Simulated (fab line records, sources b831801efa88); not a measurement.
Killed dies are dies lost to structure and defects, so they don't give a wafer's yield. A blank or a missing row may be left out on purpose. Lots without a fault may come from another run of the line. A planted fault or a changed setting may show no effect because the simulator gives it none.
Problem report in the 8D (eight disciplines) form, filled by code | flow gf180mcu | the parts of the form that need people (team, actions taken, sign-off) are left out

1. THE PROBLEM
time_to_endpoint_s at GF_V3_CMP_04 reads a mean of 24 s on 2 wafers of 2 lots; wafers without a fault read 78 s with a standard deviation of 5.5. That is -9.7 standard deviations from the usual mean.
The step: polishes SiO2.
First seen on wafer L587.6, day 24 19:13, on cmp-01. The record holds 36 wafers of 12 lots with a number at this step. Rule for "out", or "out of limits": more than 4 standard deviations from the usual mean. The other wafers with a number count as sound.

2. WHAT IT IS AND WHAT IT IS NOT
question                    | is                 | is not
which readings at this step | time_to_endpoint_s | motor_current_A
which lots                  | L587, L589         | L578, L580, L583, L584, L585, L586, L596, L599, L600, L601
which wafers of those lots  | L587.6, L589.5     | L587.1, L587.4, L589.1, L589.6
read on which tools         | cmp-01             | cmp-02
when                        | from day 24 19:13  | up to then (20 sound wafers); but 14 sound wafers of L589, L596, L599, L600, L601 came after

3. SUSPECTS, AND WHAT RULES EACH OUT
Counting: a tool at a process step up to the reading stays a suspect if it ran every lot that is out. Sound lots after the first of them don't rule it out here, since some wafers of a struck lot are sound.
- pvd_sputter-04 at GF_M3_SPUTTER_02 (material AlCu, target thk 450 nm, time 23.9 s): kept. It ran every lot that is out, first L587 (day 23 20:04); its last sound lot up to then is L586 (day 23 11:27).
- cmp-01 at GF_V3_CMP_04 (polishes SiO2): kept. It ran every lot that is out, first L587 (day 24 19:13); its last sound lot up to then is L586 (day 24 10:47). Its own readings are out on those wafers: time_to_endpoint_s.
- Within cmp-01 at GF_V3_CMP_04: the wafers that are out ran in chamber 0; their sound lot-mates ran in chambers 1, 2, 3.
Left after counting: pvd_sputter-04 at GF_M3_SPUTTER_02, cmp-01 at GF_V3_CMP_04.

4. THE CAUSE (what the simulator had put in)
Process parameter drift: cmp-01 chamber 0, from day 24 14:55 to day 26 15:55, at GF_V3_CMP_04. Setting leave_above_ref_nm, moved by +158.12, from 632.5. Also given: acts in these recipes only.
Counting left 2 suspects, and this tool is among them.

5. THE CHAIN OF EFFECTS, in route order
Each row: a reading whose mean over the struck wafers that have a number lies more than 3 standard deviations from the usual. Only readings for which the record gives a usual standard deviation are gone through. hours: the time from each lot's start at the first step in this table that gives one to its start at this step, as a median over the lots. sigmas: the change in usual standard deviations.
hours | step                    | reading              | usual      | on struck wafers | change | sigmas
0     | GF_V3_CMP_04            | time_to_endpoint_s   | 78 s       | 24               | -54    | -9.7
-     | GF_V3_ETCH_17           | oes_product_au       | 0.856 a.u. | 0.982            | +0.126 | +27
167   | GF_PASSIVATION_PROBE_99 | defect_limited_yield | 90.6 %     | 84.6             | -6.0   | -4.3
167   | GF_PASSIVATION_PROBE_99 | killed_at_M0_to_M3   | 20         | 52               | +32    | +8.3
167   | GF_PASSIVATION_PROBE_99 | killed_dies          | 46         | 76               | +30    | +4.4
167   | GF_PASSIVATION_PROBE_99 | sort_bin_5_function  | 5.5 %      | 12.1             | +6.6   | +6.0
167   | GF_PASSIVATION_PROBE_99 | sort_n_pass          | 446        | 416              | -30    | -4.4
167   | GF_PASSIVATION_PROBE_99 | sort_yield_pct       | 90.6 %     | 84.6             | -6.0   | -4.3
The process steps in it:
- GF_V3_CMP_04: polishes SiO2.
- GF_V3_ETCH_17: etches SiO2 in C4F8/O2/Ar, stops on TiN, target depth 635 nm.
- GF_PASSIVATION_PROBE_99

6. WHAT WOULD HAVE CAUGHT IT SOONER
In this record the first reading out of limits was taken at day 24 19:13, 4 hours after the fault began at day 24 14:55.
